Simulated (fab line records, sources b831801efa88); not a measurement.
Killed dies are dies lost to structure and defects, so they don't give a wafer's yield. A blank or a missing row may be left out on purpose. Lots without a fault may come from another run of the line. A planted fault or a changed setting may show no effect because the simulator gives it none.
fab line records | flow sky130
record lots=11 wafers=33 last_day=50
route steps=708 shown METAL1@454 METAL2@494 PAD_OPEN@708
lots that met no fault: from a run of the same line without faults
start_h: hours from the record's first day to the start of the lot's first wafer shown | wait_h: hours since the lot's step before | " the same as in the row above | L1.1+2: a row that stands for several wafers | - no value, or no start given | * or withheld: withheld | < > ~ a bound
route shown NAME@n: a module of which the file shows steps, and the number in the route of the first | usual: mean/standard deviation of fault-free wafers | same: alike in all rows | chamber/n: place in a boat | sites: the reading at each site | _std_site: their standard deviation | _edge_site: outer sites' mean less inner sites' | radius_mm: how far each site lies from the wafer's centre | mask NAME#n: copy n | behind: the tool/chamber that last shaped the wafer | hold: why the lot was held/for how many hours/how that ended | device: the transistor (n, p or np) that didn't switch | end of line: the same wafers' tests at the end of the route | a step without rows: its recipe alone | killed: dies lost to structure and defects at the first sort, not the wafer's yield | map: a wafer's dies, x killed, . not, _ none there
set.NAME: the setting as run; set.NAME@STEP: as run at that earlier step | model.NAME: the simulator's own value behind a step, which no gauge read
steps of the route over a sample of lots; a table a step, a row a wafer
services: from which hour (start_h, from the record's first day; less than 0 if before it) a tool's chamber was out of use, for how many hours, and why
## steps
# step SKY_METAL1_STRIP_20
# recipe chemistry=O2/N2 power_w=1400 pressure_mtorr=1500 platen_temp_c=withheld o2_flow_sccm=3000 n2_flow_sccm=300 overash_fraction=0.5
# usual drypump_motor_current_A=5.80/0.27 oes_product_au=0.342/0.0051 strip_time_to_endpoint_s=2.70/0.039
# same overash_fraction=0.5
# columns lot.wafer tool chamber start_h wait_h drypump_motor_current_A oes_product_au rf_hours_counter_h strip_time_to_endpoint_s
L743.2 plasma_asher-04 1 765.22 0.1 6.09 0.345 91 2.76
L743.4 " 0 " " 6.23 0.355 - 2.76
L743.6 " 1 " " 6.07 0.342 - 2.72
L745.2 plasma_asher-03 1 775.57 0.1 5.59 0.338 67 2.68
L745.3 " 1 " " 5.60 0.344 - 2.76
L745.5 " 0 " " 5.51 0.348 - 2.69
L746.1 plasma_asher-02 0 784.57 0.1 6.11 0.337 4 2.70
L746.3 " 1 " " 5.68 0.350 - 2.69
L746.5 " 0 " " 6.09 0.342 - 2.67
L754.2 plasma_asher-03 0 852.83 0.1 5.53 0.345 74 2.69
L754.3 " 1 " " 5.60 0.350 - 2.69
L754.4 " 0 " " 5.56 0.346 - 2.67
L755.1 plasma_asher-03 1 856.27 0.1 5.61 0.346 74 2.74
L755.2 " 0 " " 5.53 0.335 74 2.70
L755.3 " 1 " " 5.61 0.344 - 2.71
L756.2 plasma_asher-03 0 863.03 0.1 5.53 0.348 75 2.70
L756.4 " 1 " " 5.61 0.340 - 2.73
L756.6 " 0 " " 5.56 0.336 - 2.71
L758.1 plasma_asher-03 1 880.55 0.1 5.61 0.343 77 2.71
L758.4 " 1 " " 5.62 0.341 - 2.74
L758.5 " 0 " " 5.54 0.339 - 2.71
L760.1 plasma_asher-04 0 894.67 0.1 6.22 0.340 104 2.68
L760.2 " 1 " " 6.09 0.340 104 2.65
L760.6 " 1 " " 6.09 0.335 - 2.68
L763.2 plasma_asher-04 0 915.97 0.1 6.23 0.344 106 2.68
L763.5 " 1 " " 6.08 0.345 - 2.65
L763.6 " 0 " " 6.24 0.344 - 2.66
L764.3 plasma_asher-02 0 929.51 0.1 6.07 0.352 - 2.72
L764.4 " 1 " " 5.63 0.338 - 2.76
L764.5 " 1 " " 5.67 0.347 - 2.77
L765.1 plasma_asher-03 1 933.21 0.1 5.61 0.344 82 2.64
L765.4 " 1 " " 5.62 0.345 - 2.67
L765.6 " 0 " " 5.53 0.334 - 2.64
# step SKY_METAL2_SOFTBAKE_11
# recipe temp_c=100 time_s=90 resist=KrF-thick
# usual run_length_s=119.08/0.25
# columns lot.wafer tool chamber start_h wait_h run_length_s
L743.2 litho_track-01 0 807 - 118.82
L743.4 " 0 " " 118.90
L743.6 " 0 808 - 118.95
L745.2 litho_track-03 0 818 - 119.14
L745.3 " 0 " " 119.11
L745.5 " 0 " " 119.06
L746.1 litho_track-03 0 827 - 119.19
L746.3 " 0 " " 119.09
L746.5 " 0 " " 119.18
L754.2 litho_track-03 0 894 - 123.19
L754.3 " 0 " " 122.90
L754.4 " 0 " " 123.05
L755.1 litho_track-03 0 897 - 122.99
L755.2 " 0 898 - 123.30
L755.3 " 0 " " 122.95
L756.2 litho_track-03 0 904 - 123.06
L756.4 " 0 " " 123.08
L756.6 " 0 " " 123.24
L758.1 litho_track-04 0 920 - 119.17
L758.4 " 0 " " 119.30
L758.5 " 0 " " 119.57
L760.1 litho_track-01 0 934 - 119.01
L760.2 " 0 " " 118.80
L760.6 " 0 " " 118.79
L763.2 litho_track-01 0 955 - 118.77
L763.5 " 0 " " 118.93
L763.6 " 0 " " 118.74
L764.3 litho_track-01 0 967 - 118.79
L764.4 " 0 " " 118.80
L764.5 " 0 968 - 118.82
L765.1 litho_track-01 0 971 - 118.99
L765.4 " 0 " " 118.73
L765.6 " 0 " " 118.87
# step SKY_METAL2_ETCH_18
# recipe chemistry=N2/H2 target=BARC ion_energy_ev=200 bias_w=100 pressure_mtorr=30 n2_flow_sccm=100 h2_flow_sccm=200 icp_w=500 stop_on=SiO2 time_s=45.9 target_depth_a=600
# usual drypump_motor_current_A=5.4/0.48 oes_product_au=0.855/0.0046 throttle_valve_pct=13.223/0.009
# columns lot.wafer tool chamber start_h wait_h drypump_motor_current_A oes_product_au rf_hours_counter_h throttle_valve_pct
L743.2 rie_metal-02 0 821.88 0.0 4.8 0.851 6 13.211
L743.4 " 0 " " 4.7 0.855 - 13.223
L743.6 " 0 " " 4.8 0.866 - 13.234
L745.2 rie_metal-03 1 830.83 0.0 5.0 0.848 4 13.209
L745.3 " 1 " " 5.0 0.851 - 13.229
L745.5 " 1 " " 5.0 0.853 - 13.238
L746.1 rie_metal-01 0 839.26 0.0 5.7 0.851 1 13.220
L746.3 " 0 " " 5.7 0.857 - 13.223
L746.5 " 1 " " 5.8 0.860 - 13.217
L754.2 rie_metal-02 0 907.78 0.0 4.8 0.857 10 13.207
L754.3 " 1 " " 5.7 0.853 - 13.229
L754.4 " 0 " " 4.8 0.854 - 13.221
L755.1 rie_metal-02 1 911.21 0.0 5.7 0.856 18 13.231
L755.2 " 0 " " 4.8 0.851 10 13.243
L755.3 " 1 " " 5.7 0.856 - 13.219
L756.2 rie_metal-03 0 917.13 0.0 6.1 0.854 9 13.233
L756.4 " 1 " " 5.0 0.855 - 13.237
L756.6 " 0 " " 6.1 0.856 - 13.201
L758.1 rie_metal-02 1 933.71 0.0 5.7 0.852 19 13.211
L758.4 " 0 " " 4.8 0.854 - 13.237
L758.5 " 0 " " 4.8 0.854 - 13.225
L760.1 rie_metal-02 1 945.73 0.0 5.7 0.859 19 13.227
L760.2 " 0 " " 4.8 0.864 12 13.231
L760.6 " 1 " " 5.7 0.861 - 13.219
L763.2 rie_metal-02 0 967.68 0.0 4.8 0.856 12 13.219
L763.5 " 1 " " 5.7 0.858 - 13.230
L763.6 " 0 " " 4.7 0.854 - 13.218
L764.3 rie_metal-02 1 980.60 0.0 5.7 0.846 - 13.224
L764.4 " 0 " " 4.8 0.852 - 13.230
L764.5 " 0 " " 4.8 0.849 - 13.208
L765.1 rie_metal-02 1 983.58 0.0 5.7 0.860 21 13.214
L765.4 " 1 " " 5.7 0.860 - 13.223
L765.6 " 1 " " 5.7 0.861 - 13.227
# step SKY_METAL2_METAL_ETCH_19
# recipe target_depth_a=3600 stop_on=SiO2 over_etch_frac=0.3 time_s=78 chemistry=Cl2/BCl3 resist_sidewall_deg=88 pressure_mtorr=10 icp_w=900 bias_w=48.5 Cl2_flow_sccm=60 bcl3_flow_sccm=30
# usual drypump_motor_current_A=5.4/0.48 oes_product_au=0.854/0.0061 throttle_valve_pct=22.263/0.0094
# columns lot.wafer tool chamber start_h wait_h drypump_motor_current_A oes_product_au rf_hours_counter_h throttle_valve_pct
L743.2 rie_metal-02 0 821.94 0.0 4.8 0.860 6 22.252
L743.4 " 0 " " 4.8 0.851 - 22.279
L743.6 " 0 " " 4.8 0.858 - 22.272
L745.2 rie_metal-03 1 830.89 0.0 5.0 0.842 4 22.264
L745.3 " 1 " " 5.0 0.848 - 22.263
L745.5 " 1 " " 5.0 0.840 - 22.256
L746.1 rie_metal-01 0 839.33 0.0 5.7 0.857 1 22.263
L746.3 " 0 " " 5.7 0.851 - 22.256
L746.5 " 1 " " 5.8 0.840 - 22.274
L754.2 rie_metal-02 0 907.84 0.0 4.8 0.855 10 22.265
L754.3 " 1 " " 5.7 0.865 - 22.261
L754.4 " 0 " " 4.8 0.859 - 22.267
L755.1 rie_metal-02 1 911.28 0.0 5.7 0.852 18 22.262
L755.2 " 0 " " 4.8 0.858 10 22.268
L755.3 " 1 " " 5.7 0.855 - 22.274
L756.2 rie_metal-03 0 917.19 0.0 6.1 0.858 9 22.267
L756.4 " 1 " " 5.0 0.850 - 22.266
L756.6 " 0 " " 6.1 0.853 - 22.256
L758.1 rie_metal-02 1 933.78 0.0 5.7 0.857 19 22.270
L758.4 " 0 " " 4.8 0.866 - 22.267
L758.5 " 0 " " 4.8 0.862 - 22.273
L760.1 rie_metal-02 1 945.79 0.0 5.7 0.850 19 22.263
L760.2 " 0 " " 4.8 0.851 12 22.258
L760.6 " 1 " " 5.7 0.848 - 22.250
L763.2 rie_metal-02 0 967.74 0.0 4.8 0.848 12 22.257
L763.5 " 1 " " 5.7 0.848 - 22.263
L763.6 " 0 " " 4.8 0.858 - 22.244
L764.3 rie_metal-02 1 980.68 0.1 5.7 0.847 - 22.272
L764.4 " 0 " " 4.8 0.851 - 22.276
L764.5 " 0 " " 4.7 0.845 - 22.259
L765.1 rie_metal-02 1 983.65 0.0 5.7 0.853 21 22.245
L765.4 " 1 " " 5.7 0.857 - 22.244
L765.6 " 1 " " 5.7 0.853 - 22.271
# step SKY_PAD_OPEN_PROBE_99
# usual defect_limited_yield=82.4/1.8 killed_at_M0_to_M3=44/7.2 killed_at_M4_up=3.5/1.8 killed_at_contacts=25/5.1 killed_at_front_end=14/4.4 killed_at_other=0.4/0.58 killed_dies=87/9.1 killed_open=48/6.9 killed_short=38/6.3 sort_bin_3_pad_short=0.9/0.43 sort_bin_5_function=10.5/1.5 sort_bin_6_memory=6.3/1.1 sort_n_pass=405/9.1 sort_yield_pct=82.4/1.8
# same gross_dies=492 killed_at_back_side=0 sort_bin_4_leakage[%]=0 sort_bin_8_speed[%]=0
# columns lot.wafer tool chamber start_h wait_h defect_limited_yield[%] killed_at_M0_to_M3 killed_at_M4_up killed_at_contacts killed_at_front_end killed_at_other killed_dies killed_open killed_short sort_bin_3_pad_short[%] sort_bin_5_function[%] sort_bin_6_memory[%] sort_n_pass sort_yield_pct[%]
L754.2 prober-02 - 1143.20 0.1 82.1 52 3 25 8 0 88 48 40 0.4 11.8 5.7 404 82.1
L754.3 prober-02 - 1143.25 0.2 83.9 34 2 27 15 1 79 46 33 0.2 10.8 5.1 413 83.9
L754.4 prober-02 - 1143.30 0.2 80.9 48 2 36 8 0 94 50 44 1.6 11.0 6.5 398 80.9
L755.1 prober-01 - 1147.06 0.1 84.1 32 3 30 13 0 78 40 38 0.8 9.1 5.9 414 84.1
L755.2 prober-01 - 1147.11 0.1 82.1 47 3 18 19 1 88 48 39 1.4 10.4 6.1 404 82.1
L755.3 prober-01 - 1147.16 0.2 80.1 51 5 27 14 1 98 49 49 0.8 11.4 7.7 394 80.1
L756.2 prober-02 - 1150.85 0.1 83.5 44 2 25 10 0 81 47 34 1.2 8.3 6.9 411 83.5
L756.4 prober-02 - 1150.95 0.2 82.7 52 1 22 9 1 85 53 32 0.8 9.6 6.9 407 82.7
L756.6 prober-02 - 1151.05 0.2 83.9 44 3 16 16 0 79 51 28 0.8 7.9 7.3 413 83.9
L760.1 prober-02 - 1172.35 0.1 79.7 48 4 36 11 1 100 54 44 1.4 11.2 7.7 392 79.7
L760.2 prober-02 - 1172.40 0.1 80.3 48 0 27 22 0 97 56 41 1.8 12.0 5.9 395 80.3
L760.6 prober-02 - 1172.60 0.2 80.3 42 5 37 13 0 97 64 32 0.2 12.2 7.3 395 80.3
# killed by level:class
L754.2 VIA1:geometric_particle:open=17 CONTACT:geometric_particle:open=9 METAL1:geometric_particle:short=8 METAL2:geometric_particle:short=7 VIA2:geometric_particle:open=6 LI_CONTACT:geometric_particle:short=5 LOCAL_INTERCONNECT:geometric_particle:short=5 VIA3:geometric_particle:open=5
L754.3 LI_CONTACT:geometric_particle:open=11 VIA1:geometric_particle:open=7 CONTACT:geometric_particle:short=6 VIA2:geometric_particle:open=6 CONTACT:geometric_particle:open=5 VIA3:geometric_particle:open=5 FIELD_ISO:geometric_particle:short=3 SPACER:geometric_particle:open=3
L754.4 CONTACT:geometric_particle:open=14 VIA1:geometric_particle:open=12 METAL2:geometric_particle:short=7 CONTACT:geometric_particle:short=6 VIA2:geometric_particle:open=6 LI_CONTACT:geometric_particle:open=6 LOCAL_INTERCONNECT:geometric_particle:short=5 LI_CONTACT:geometric_particle:short=4
L755.1 LI_CONTACT:geometric_particle:open=11 METAL1:geometric_particle:short=7 CONTACT:geometric_particle:open=7 VIA1:geometric_particle:short=5 LOCAL_INTERCONNECT:geometric_particle:short=5 CONTACT:geometric_particle:short=5 VIA1:geometric_particle:open=5 POLY_GATE:geometric_particle:short=3
L755.2 VIA3:geometric_particle:open=9 METAL1:geometric_particle:short=8 POLY_GATE:geometric_particle:short=7 LI_CONTACT:geometric_particle:open=7 VIA1:geometric_particle:short=7 VIA1:geometric_particle:open=6 CONTACT:geometric_particle:open=5 FIELD_ISO:geometric_particle:short=4
L755.3 VIA1:geometric_particle:open=10 METAL1:geometric_particle:short=9 LI_CONTACT:geometric_particle:open=8 CONTACT:geometric_particle:open=8 FIELD_ISO:geometric_particle:short=7 METAL2:geometric_particle:short=7 VIA3:geometric_particle:open=7 CONTACT:geometric_particle:short=6
L756.2 CONTACT:geometric_particle:open=11 VIA1:geometric_particle:open=8 VIA2:geometric_particle:open=7 METAL2:geometric_particle:short=7 LI_CONTACT:geometric_particle:open=6 METAL3:geometric_particle:short=5 POLY_GATE:geometric_particle:open=4 CONTACT:geometric_particle:short=4
L756.4 VIA1:geometric_particle:open=12 VIA2:geometric_particle:open=10 CONTACT:geometric_particle:open=9 VIA2:geometric_particle:short=6 VIA3:geometric_particle:open=6 FIELD_ISO:geometric_particle:open=5 LOCAL_INTERCONNECT:geometric_particle:short=5 METAL2:geometric_particle:short=5
L756.6 VIA2:geometric_particle:open=11 VIA1:geometric_particle:open=10 FIELD_ISO:geometric_particle:open=9 METAL2:geometric_particle:short=7 CONTACT:geometric_particle:open=5 LI_CONTACT:geometric_particle:open=4 POLY_GATE:geometric_particle:open=4 LOCAL_INTERCONNECT:geometric_particle:short=4
L760.1 VIA1:geometric_particle:open=18 CONTACT:geometric_particle:open=11 LI_CONTACT:geometric_particle:open=9 METAL2:geometric_particle:short=7 CONTACT:geometric_particle:short=7 LI_CONTACT:geometric_particle:short=6 VIA1:geometric_particle:short=5 VIA3:geometric_particle:open=5
L760.2 CONTACT:geometric_particle:open=13 POLY_GATE:geometric_particle:open=8 LI_CONTACT:geometric_particle:open=8 VIA1:geometric_particle:open=8 POLY_GATE:geometric_particle:short=6 METAL1:geometric_particle:short=6 VIA1:geometric_particle:short=6 VIA3:geometric_particle:open=4
L760.6 LI_CONTACT:geometric_particle:open=16 CONTACT:geometric_particle:open=11 VIA2:geometric_particle:open=10 VIA1:geometric_particle:open=8 POLY_GATE:geometric_particle:open=6 LOCAL_INTERCONNECT:geometric_particle:short=5 VIA3:geometric_particle:open=5 POLY_GATE:geometric_particle:short=4
## services
# columns tool chamber start_h hours kind
plasma_asher-02 0 742.75 - clean
plasma_asher-02 1 742.75 - clean
plasma_asher-04 - 766.14 1.2 repair
rie_metal-01 0 801.12 - clean
rie_metal-01 0 801.12 25.2 scheduled_down
rie_metal-01 0 801.12 25.2 vent_cycle
litho_track-03 - 806.99 - consumable_replace:filter
rie_metal-01 1 813.56 5.7 repair
plasma_asher-03 - 919.48 2.4 repair
rie_metal-03 1 934.91 2.4 repair
plasma_asher-03 - 948.72 15.6 pm
plasma_asher-04 - 956.48 2.5 repair
plasma_asher-03 - 968.03 0.8 repair
## key
first_sign step=SKY_METAL2_SOFTBAKE_11 reading=run_length_s direction=up sigmas=16 usual=* struck=*
effect none on later readings
met_at SKY_METAL2_SOFTBAKE_11
struck_lots L754,L755,L756
not_acting_at SKY_METAL1_STRIP_20,SKY_METAL2_ETCH_18,SKY_METAL2_METAL_ETCH_19
onset_between 827 894
fault kind=process_parameter_drift tool=litho_track-03 chamber=- onset_h=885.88 steps=SKY_METAL2_SOFTBAKE_11 channel=time_s offset=* shape=step end_h=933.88 acts_in=* stated=*
